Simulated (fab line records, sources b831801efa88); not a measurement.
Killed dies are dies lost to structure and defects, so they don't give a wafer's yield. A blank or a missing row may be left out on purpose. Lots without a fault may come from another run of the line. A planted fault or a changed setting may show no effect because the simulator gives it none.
fab line records | flow sky130
record lots=4 wafers=12 last_day=49
route steps=708 shown LOCAL_INTERCONNECT@394 CONTACT@406 PAD_OPEN@708
lots that met no fault: from a run of the same line without faults
start_h: hours from the record's first day to the start of the lot's first wafer shown | wait_h: hours since the lot's step before | " the same as in the row above | L1.1+2: a row that stands for several wafers | - no value, or no start given | * or withheld: withheld | < > ~ a bound
route shown NAME@n: a module of which the file shows steps, and the number in the route of the first | usual: mean/standard deviation of fault-free wafers | same: alike in all rows | chamber/n: place in a boat | sites: the reading at each site | _std_site: their standard deviation | _edge_site: outer sites' mean less inner sites' | radius_mm: how far each site lies from the wafer's centre | mask NAME#n: copy n | behind: the tool/chamber that last shaped the wafer | hold: why the lot was held/for how many hours/how that ended | device: the transistor (n, p or np) that didn't switch | end of line: the same wafers' tests at the end of the route | a step without rows: its recipe alone | killed: dies lost to structure and defects at the first sort, not the wafer's yield | map: a wafer's dies, x killed, . not, _ none there
set.NAME: the setting as run; set.NAME@STEP: as run at that earlier step | model.NAME: the simulator's own value behind a step, which no gauge read
lots at some steps of the route; a table a step, a row a wafer
services: from which hour (start_h, from the record's first day; less than 0 if before it) a tool's chamber was out of use, for how many hours, and why
## steps
# step SKY_LOCAL_INTERCONNECT_SOFTBAKE_07
# recipe temp_c=100 time_s=90 resist=KrF-thick
# step SKY_LOCAL_INTERCONNECT_EXPOSE_08
# recipe mask_id=LI1M na=0.8 source_shape=annular sigma_inner=0.55 sigma_outer=0.85 target_cd_nm=170 dose_mj=28
# step SKY_LOCAL_INTERCONNECT_PEB_09
# recipe peb_temp_c=withheld peb_time_s=withheld resist=KrF-thick
# step SKY_LOCAL_INTERCONNECT_DEVELOP_10
# recipe develop_time_s=60 resist=KrF-thick dev_temp_c=21
# step SKY_LOCAL_INTERCONNECT_ETCH_13
# recipe chemistry=N2/H2 target=BARC ion_energy_ev=200 bias_w=100 pressure_mtorr=30 n2_flow_sccm=100 h2_flow_sccm=200 icp_w=500 stop_on=SiO2 time_s=45.9 target_depth_a=600
# step SKY_LOCAL_INTERCONNECT_METAL_ETCH_14
# recipe target_depth_nm=110 stop_on=PSG chemistry=Cl2/BCl3 target=TiN resist_sidewall_deg=88 pressure_mtorr=10 icp_w=900 bias_w=48.5 Cl2_flow_sccm=60 bcl3_flow_sccm=30 time_s=31.4
# step SKY_LOCAL_INTERCONNECT_STRIP_15
# recipe chemistry=O2/N2 power_w=1400 pressure_mtorr=1500 platen_temp_c=withheld o2_flow_sccm=3000 n2_flow_sccm=300 overash_fraction=0.5
# step SKY_LOCAL_INTERCONNECT_STRIP_16
# recipe chemistry=post_etch_residue_remover time_s=1200 temp_c=72.5
# step SKY_LOCAL_INTERCONNECT_CLEAN_17
# recipe chemistry=IPA time_s=180 temp_c=25
# step SKY_LOCAL_INTERCONNECT_CLEAN_18
# recipe chemistry=O3/DIW dry=n2_spin
# step SKY_CONTACT_CVD_00
# recipe material=Si3N4 target_thk_nm=75 temp_c=400 time_s=withheld rf_w=450
# usual heater_power_outer_w=401/67 heater_power_w=677/99 rf_fwd_power_W=444.3/2.8
# columns lot.wafer tool chamber start_h wait_h heater_power_outer_w heater_power_w rf_fwd_power_W model.Si3N4_of_CONTACT_CVD_00.thk_nm
L162.2 pecvd-01 1 774.94 0.0 323 551 444.4 102.9
L162.5 " 0 " " 535 851 441.0 103.7
L162.6 " 2 " " 411 698 447.6 104.1
L163.1 pecvd-01 2 784.38 0.0 490 833 446.6 103.9
L163.3 " 0 " " 501 825 443.2 104.5
L163.6 " 2 " " 501 809 448.3 105.7
L169.3 pecvd-03 1 825.14 0.0 326 572 443.9 74.06
L169.4 " 0 " " 364 595 444.1 75.89
L169.5 " 1 " " 343 576 443.5 74.85
L174.1 pecvd-01 2 861.20 0.0 499 792 444.9 74.23
L174.4 " 1 " " 323 543 442.3 75.72
L174.6 " 0 " " 499 804 439.4 76.58
# step SKY_CONTACT_THK_MEAS_01
# recipe reads=Si3N4_of_CONTACT_CVD_00
# usual CONTACT_CVD_00_THK=75.1/0.84
# columns lot.wafer tool chamber start_h wait_h CONTACT_CVD_00_THK[nm]
L162.2 film_metro-03 - 774.98 - 102.9
L162.5 " - " " 103.6
L162.6 " - " " 104.2
L163.1 film_metro-01 - 784.41 - 103.9
L163.3 " - " " 104.5
L163.6 " - " " 105.8
L169.3 film_metro-01 - 825.19 - 74.1
L169.4 " - " " 75.9
L169.5 " - " " 74.9
L174.1 film_metro-02 - 861.23 - 74.2
L174.4 " - " " 75.7
L174.6 " - " " 76.5
# step SKY_CONTACT_HDPCVD_02
# recipe material=SiO2 target_thk_nm=565 sigma_open_frac=0.3 time_s=94.2 temp_c=600 sih4_flow_sccm=60 pressure_mtorr=6
# step SKY_CONTACT_CMP_04
# recipe material=SiO2 down_force_psi=4 platen_rpm=60 pad_velocity_m_s=0.94248
# step SKY_CONTACT_DEHYDRATE_06
# recipe temp_c=200 time_s=60
# step SKY_CONTACT_HMDS_07
# recipe prime_time_s=60 prime_temp_c=120
# step SKY_CONTACT_COAT_08
# recipe resist=BARC temp_c=withheld time_s=withheld spin_rpm=3000 resist_thk_nm=60
# step SKY_CONTACT_COAT_09
# recipe resist=KrF-thick spin_rpm=3000 resist_thk_nm=450
# step SKY_CONTACT_SOFTBAKE_10
# recipe temp_c=100 time_s=90 resist=KrF-thick
# step SKY_CONTACT_EXPOSE_11
# recipe mask_id=CTM1 na=0.8 source_shape=annular sigma_inner=0.55 sigma_outer=0.85 target_cd_nm=170 dose_mj=38
# step SKY_CONTACT_PEB_12
# recipe peb_temp_c=withheld peb_time_s=withheld resist=KrF-thick
# step SKY_CONTACT_DEVELOP_13
# recipe develop_time_s=60 resist=KrF-thick dev_temp_c=21
# step SKY_CONTACT_ETCH_16
# recipe chemistry=N2/H2 target=BARC ion_energy_ev=200 source_w=500 bias_w=100 pressure_mtorr=30 n2_flow_sccm=100 h2_flow_sccm=200 stop_on=SiO2 time_s=45.9 target_depth_a=600
# step SKY_CONTACT_ETCH_17
# recipe target=SiO2 chemistry=C4F8/O2/Ar stop_on=Si3N4 mask_material=KrF-thick source_w=1500 bias_w=1200 pressure_mtorr=40 c4f8_flow_sccm=withheld O2_flow_sccm=6 Ar_flow_sccm=300 time_s=withheld target_depth_a=3400
# step SKY_CONTACT_ETCH_18
# recipe target=Si3N4 chemistry=CHF3/O2 stop_on=TiN source_w=600 bias_w=200 pressure_mtorr=40 chf3_flow_sccm=50 O2_flow_sccm=5 time_s=39 target_depth_a=750
# usual chamber_pressure_mTorr=40.00/0.034 drypump_motor_current_A=5.6/0.45 oes_product_au=0.856/0.0076 rf_fwd_power_W=593.5/2.7 throttle_valve_pct=8.794/0.0093
# columns lot.wafer tool chamber start_h wait_h chamber_pressure_mTorr drypump_motor_current_A oes_product_au rf_fwd_power_W rf_hours_counter_h throttle_valve_pct model.etch.depth_nm
L162.2 rie_diel-01 3 - - 40.00 5.5 0.998 591.1 5 8.824 97.91
L162.5 " 0 " " 39.96 5.4 0.988 595.1 - 8.828 95.9
L162.6 " 3 " " 40.00 5.5 1.000 592.0 - 8.851 97.74
L163.1 rie_diel-01 2 - - 40.05 6.8 1.008 593.7 14 8.823 98.8
L163.3 " 3 " " 40.04 5.5 1.012 595.6 6 8.824 98.61
L163.6 " 1 " " 40.06 5.2 1.004 595.8 - 8.819 98.2
L169.3 rie_diel-01 2 - - 40.03 6.7 0.848 596.3 15 8.786 74.06
L169.4 " 0 " " 39.99 5.4 0.856 593.1 7 8.801 75.89
L169.5 " 0 " " 40.01 5.5 0.844 593.1 - 8.799 74.85
L174.1 rie_diel-02 1 - - 40.04 5.7 0.850 592.2 4 8.808 74.23
L174.4 " 0 " " 39.99 5.6 0.861 595.6 - 8.778 75.72
L174.6 " 1 " " 40.05 5.7 0.865 590.1 - 8.803 76.58
# step SKY_CONTACT_STRIP_19
# recipe chemistry=O2/N2 power_w=1400 pressure_mtorr=1500 platen_temp_c=withheld o2_flow_sccm=3000 n2_flow_sccm=300 overash_fraction=0.5
# step SKY_PAD_OPEN_PROBE_99
# usual killed_at_M0_to_M3=44/7.7 killed_at_M4_up=3.2/1.7 killed_at_contacts=24/5.3 killed_at_front_end=15/4.3 killed_at_other=0.3/0.57 killed_dies=87/11 killed_on_rim=17/3.8 killed_open=47/7.4 killed_short=40/6.5
# same gross_dies=492 killed_at_back_side=0
# columns lot.wafer tool chamber start_h wait_h killed_at_M0_to_M3 killed_at_M4_up killed_at_contacts killed_at_front_end killed_at_other killed_dies killed_on_rim killed_open killed_short
L162.2 prober-02 - 1123.25 0.1 38 1 432 14 1 486 95 38 36
L162.5 prober-02 - 1123.40 0.2 44 1 436 10 0 491 96 43 30
L162.6 prober-02 - 1123.45 0.2 42 2 439 9 0 492 96 41 29
L163.1 prober-01 - 1133.60 0.1 45 5 427 11 0 488 96 39 40
L163.3 prober-01 - 1133.70 0.2 52 5 423 12 0 492 96 52 41
L163.6 prober-01 - 1133.85 0.2 45 5 434 8 0 492 96 44 33
L169.3 prober-02 - 1162.39 0.2 33 3 23 16 0 75 10 41 33
L169.4 prober-02 - 1162.44 0.2 35 5 26 20 0 86 18 50 36
L169.5 prober-02 - 1162.49 0.2 44 4 23 15 0 86 23 52 34
L174.1 prober-02 - 1187.54 0.1 36 1 24 16 1 78 18 39 39
L174.4 prober-02 - 1187.69 0.2 38 2 22 17 0 79 24 43 36
L174.6 prober-02 - 1187.79 0.2 33 3 20 23 0 79 11 43 36
# killed by level:class
L162.2 CONTACT:area_etch=412 VIA1:geometric_particle:open=8 LI_CONTACT:geometric_particle:open=7 CONTACT:geometric_particle:open=7 METAL2:geometric_particle:short=6 METAL1:geometric_particle:short=5 FIELD_ISO:geometric_particle:short=4 FIELD_ISO:geometric_particle:open=4
L162.5 CONTACT:area_etch=418 VIA2:geometric_particle:open=11 VIA1:geometric_particle:open=9 LI_CONTACT:geometric_particle:open=6 CONTACT:geometric_particle:open=6 VIA1:geometric_particle:short=6 METAL2:geometric_particle:short=4 METAL1:geometric_particle:short=4
L162.6 CONTACT:area_etch=422 VIA1:geometric_particle:open=9 CONTACT:geometric_particle:short=7 VIA3:geometric_particle:open=7 VIA2:geometric_particle:open=7 VIA1:geometric_particle:short=6 FIELD_ISO:geometric_particle:open=4 LI_CONTACT:geometric_particle:open=4
L163.1 CONTACT:area_etch=409 VIA1:geometric_particle:short=8 VIA1:geometric_particle:open=8 LI_CONTACT:geometric_particle:open=6 VIA2:geometric_particle:open=6 CONTACT:geometric_particle:open=4 LI_CONTACT:geometric_particle:short=4 VIA2:geometric_particle:short=4
L163.3 CONTACT:area_etch=399 VIA2:geometric_particle:open=10 CONTACT:geometric_particle:open=9 VIA1:geometric_particle:open=9 METAL1:geometric_particle:short=8 METAL2:geometric_particle:short=7 LI_CONTACT:geometric_particle:open=6 POLY_GATE:geometric_particle:short=4
L163.6 CONTACT:area_etch=414 VIA1:geometric_particle:open=14 VIA3:geometric_particle:open=9 METAL2:geometric_particle:short=6 LI_CONTACT:geometric_particle:open=5 METAL1:geometric_particle:short=5 CONTACT:geometric_particle:open=5 VIA2:geometric_particle:open=5
L169.3 VIA3:geometric_particle:open=7 CONTACT:geometric_particle:open=7 CONTACT:geometric_particle:short=7 VIA1:geometric_particle:open=6 FIELD_ISO:geometric_particle:open=5 LI_CONTACT:geometric_particle:open=5 VIA2:geometric_particle:open=5 FIELD_ISO:geometric_particle:short=4
L169.4 CONTACT:geometric_particle:open=10 LI_CONTACT:geometric_particle:open=8 VIA3:geometric_particle:open=7 VIA1:geometric_particle:open=6 SPACER:geometric_particle:open=5 POLY_GATE:geometric_particle:short=4 METAL1:geometric_particle:short=4 METAL2:geometric_particle:short=4
L169.5 VIA1:geometric_particle:open=12 CONTACT:geometric_particle:open=11 VIA3:geometric_particle:open=8 LI_CONTACT:geometric_particle:open=6 METAL2:geometric_particle:short=5 LI_CONTACT:geometric_particle:short=4 METAL1:geometric_particle:short=4 VIA1:geometric_particle:short=4
L174.1 CONTACT:geometric_particle:open=8 VIA1:geometric_particle:open=7 VIA3:geometric_particle:open=7 VIA1:geometric_particle:short=6 FIELD_ISO:geometric_particle:open=5 FIELD_ISO:geometric_particle:short=5 CONTACT:geometric_particle:short=5 VIA3:geometric_particle:short=5
L174.4 VIA3:geometric_particle:open=9 VIA1:geometric_particle:open=7 LI_CONTACT:geometric_particle:open=6 CONTACT:geometric_particle:short=6 VIA2:geometric_particle:open=6 FIELD_ISO:geometric_particle:short=5 POLY_GATE:geometric_particle:short=4 LOCAL_INTERCONNECT:geometric_particle:short=4
L174.6 VIA1:geometric_particle:open=9 LI_CONTACT:geometric_particle:open=6 FIELD_ISO:geometric_particle:open=5 CONTACT:geometric_particle:open=5 FIELD_ISO:geometric_particle:short=4 POLY_GATE:geometric_particle:short=4 VIA2:geometric_particle:open=4 LOCAL_INTERCONNECT:geometric_particle:short=4
# map L162.6 (x killed, . not)
__________xxxxxxxxxx_________
________xxxxxxxxxxxxxx_______
______xxxxxxxxxxxxxxxxxx_____
_____xxxxxxxxxxxxxxxxxxxx____
____xxxxxxxxxxxxxxxxxxxxxx___
___xxxxxxxxxxxxxxxxxxxxxxxx__
__xxxxxxxxxxxxxxxxxxxxxxxxxx_
_xxxxxxxxxxxxxxxxxxxxxxxxxxxx
_xxxxxxxxxxxxxxxxxxxxxxxxxxxx
_xxxxxxxxxxxxxxxxxxxxxxxxxxxx
_xxxxxxxxxxxxxxxxxxxxxxxxxxxx
_xxxxxxxxxxxxxxxxxxxxxxxxxxxx
_xxxxxxxxxxxxxxxxxxxxxxxxxxxx
_xxxxxxxxxxxxxxxxxxxxxxxxxxxx
_xxxxxxxxxxxxxxxxxxxxxxxxxxxx
__xxxxxxxxxxxxxxxxxxxxxxxxxx_
___xxxxxxxxxxxxxxxxxxxxxxxx__
____xxxxxxxxxxxxxxxxxxxxxx___
_____xxxxxxxxxxxxxxxxxxxx____
______xxxxxxxxxxxxxxxxxx_____
________xxxxxxxxxxxxxx_______
__________xxxxxxxxxx_________
# map L163.3 (x killed, . not)
__________xxxxxxxxxx_________
________xxxxxxxxxxxxxx_______
______xxxxxxxxxxxxxxxxxx_____
_____xxxxxxxxxxxxxxxxxxxx____
____xxxxxxxxxxxxxxxxxxxxxx___
___xxxxxxxxxxxxxxxxxxxxxxxx__
__xxxxxxxxxxxxxxxxxxxxxxxxxx_
_xxxxxxxxxxxxxxxxxxxxxxxxxxxx
_xxxxxxxxxxxxxxxxxxxxxxxxxxxx
_xxxxxxxxxxxxxxxxxxxxxxxxxxxx
_xxxxxxxxxxxxxxxxxxxxxxxxxxxx
_xxxxxxxxxxxxxxxxxxxxxxxxxxxx
_xxxxxxxxxxxxxxxxxxxxxxxxxxxx
_xxxxxxxxxxxxxxxxxxxxxxxxxxxx
_xxxxxxxxxxxxxxxxxxxxxxxxxxxx
__xxxxxxxxxxxxxxxxxxxxxxxxxx_
___xxxxxxxxxxxxxxxxxxxxxxxx__
____xxxxxxxxxxxxxxxxxxxxxx___
_____xxxxxxxxxxxxxxxxxxxx____
______xxxxxxxxxxxxxxxxxx_____
________xxxxxxxxxxxxxx_______
__________xxxxxxxxxx_________
## services
# columns tool chamber start_h hours kind
pecvd-01 - 772.96 1.4 repair
pecvd-01 - 791.01 3.4 repair
pecvd-01 0 803.70 5.0 repair
rie_diel-01 0 806.33 8.2 repair
pecvd-01 2 816.80 5.5 scheduled_down
pecvd-01 2 830.90 9.7 repair
pecvd-01 1 833.12 4.9 repair
rie_diel-02 3 869.99 31.2 repair
## key
first_sign step=SKY_CONTACT_THK_MEAS_01 reading=CONTACT_CVD_00_THK direction=up sigmas=34 usual=75.1 struck=104.1
effect step=SKY_CONTACT_ETCH_18 reading=oes_product_au direction=up sigmas=19 usual=0.856 struck=1.002
effect step=SKY_PAD_OPEN_PROBE_99 reading=killed_at_contacts direction=up sigmas=77 usual=24 struck=432
model_effect step=SKY_CONTACT_CVD_00 value=Si3N4_of_CONTACT_CVD_00.thk_nm without=75.34 struck=104.1
model_effect step=SKY_CONTACT_ETCH_18 value=etch.depth_nm without=75.34 struck=97.86
more_kills_born_at SKY_CONTACT_ETCH_18@rie_diel-01=2474
met_at SKY_CONTACT_CVD_00
struck_wafers L162.2,L162.5,L162.6,L163.1,L163.3,L163.6
later_rows_left_out L162.2,L162.5,L162.6,L163.1,L163.3,L163.6
tester_left_out L162,L163
fault kind=process_parameter_drift tool=pecvd-01 chamber=- onset_h=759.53 steps=SKY_CONTACT_CVD_00 channel=target_thk_nm offset=28.803 shape=step end_h=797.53 acts_in=these_recipes_only stated=75
# tester_left_out: of these lots the tester's yield and bins aren't shown, on N5 and GAA mostly nor the transistor test; their killed dies are dies lost to structure and defects alone, not to doping, threshold or leakage, so they don't give the yield
# later_rows_left_out: the simulator's readings of these wafers behind a module that went badly wrong aren't trusted and aren't shown, but for the sort
